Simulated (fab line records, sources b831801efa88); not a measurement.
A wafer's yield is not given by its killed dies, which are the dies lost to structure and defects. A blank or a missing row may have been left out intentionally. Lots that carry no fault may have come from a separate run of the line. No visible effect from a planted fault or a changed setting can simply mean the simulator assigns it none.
Matching of chambers + flow gf180mcu + 4 sister chambers for GF_V2_ETCH_16 on rie_diel-02
The step etches BARC in N2/H2. 16 wafers are shown with their chamber, then 8 later ones without.

WAFERS, EACH WITH ITS CHAMBER
| wafer  | chamber | drypump_motor_current_A (A) | throttle_valve_pct (%) | oes_product_au (a.u.) |
|--------|---------|-----------------------------|------------------------|-----------------------|
| L076.3 | 3       | 5.8                         | 13.225                 | 0.860                 |
| L076.4 | 2       | 5.9                         | 13.234                 | 0.858                 |
| L076.5 | 2       | 5.8                         | 13.231                 | 0.857                 |
| L079.2 | 2       | 5.8                         | 13.223                 | 0.859                 |
| L079.4 | 3       | 5.8                         | 13.218                 | 0.855                 |
| L079.6 | 1       | 5.8                         | 13.212                 | 0.855                 |
| L085.1 | 2       | 5.8                         | 13.219                 | 0.844                 |
| L085.3 | 3       | 5.8                         | 13.207                 | 0.849                 |
| L085.6 | 2       | 5.8                         | 13.220                 | 0.855                 |
| L088.3 | 0       | 5.9                         | 13.235                 | 0.851                 |
| L088.5 | 3       | 5.8                         | 13.224                 | 0.854                 |
| L088.6 | 2       | 5.9                         | 13.222                 | 0.859                 |
| L092.2 | 0       | 5.9                         | 13.226                 | 0.855                 |
| L092.4 | 1       | 5.8                         | 13.208                 | 0.855                 |
| L092.5 | 3       | 5.8                         | 13.225                 | 0.855                 |
| L093.3 | 1       | 5.8                         | 13.220                 | 0.859                 |

SIGNATURES, as means of the wafers listed above
| reading                 | chamber 0 | chamber 1 | chamber 2 | chamber 3 | scatter within a chamber |
|-------------------------|-----------|-----------|-----------|-----------|--------------------------|
| drypump_motor_current_A | 5.900     | 5.800     | 5.833     | 5.800     | 0.0333                   |
| throttle_valve_pct      | 13.23050  | 13.21333  | 13.22483  | 13.21980  | 0.00674                  |
| oes_product_au          | 0.85300   | 0.85633   | 0.85533   | 0.85460   | 0.00452                  |
Rule: a wafer's distance from a chamber is the root of the sum, over the readings, of the square of ((its reading less the chamber's mean) divided by the reading's scatter). If the next closest chamber is less than 2 further off than the closest, the wafer can't be placed; otherwise it belongs to the closest. The scatter: take each reading less its chamber's mean, square it, sum over the shown wafers, divide by the number of wafers less the number of chambers, and take the root.

WAFERS MISSING THEIR CHAMBER
| wafer  | drypump_motor_current_A (A) | throttle_valve_pct (%) | oes_product_au (a.u.) |
|--------|-----------------------------|------------------------|-----------------------|
| L093.4 | 5.8                         | 13.216                 | 0.851                 |
| L093.6 | 5.9                         | 13.221                 | 0.858                 |
| L095.2 | 5.8                         | 13.228                 | 0.849                 |
| L095.3 | 5.9                         | 13.230                 | 0.850                 |
| L095.6 | 5.8                         | 13.229                 | 0.854                 |
| L097.1 | 5.8                         | 13.219                 | 0.856                 |
| L097.4 | 5.8                         | 13.223                 | 0.859                 |
| L097.5 | 5.8                         | 13.233                 | 0.854                 |

EACH ONE'S CHAMBER
| wafer  | from the rows above               | in truth |
|--------|-----------------------------------|----------|
| L093.4 | can't be placed: 3 or 1 or 2      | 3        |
| L093.6 | can't be placed: 0 or 2 or 3 or 1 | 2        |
| L095.2 | can't be placed: 3 or 2 or 1 or 0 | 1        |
| L095.3 | can't be placed: 0 or 2           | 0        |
| L095.6 | can't be placed: 2 or 3 or 1 or 0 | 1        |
| L097.1 | can't be placed: 3 or 1 or 2      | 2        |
| L097.4 | can't be placed: 3 or 2 or 1      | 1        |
| L097.5 | can't be placed: 2 or 3 or 1 or 0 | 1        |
Correct placement for 0 of the 8. Can't be placed from these rows: 8 (the true chamber is among the candidates in 8). Wrongly placed: 0.
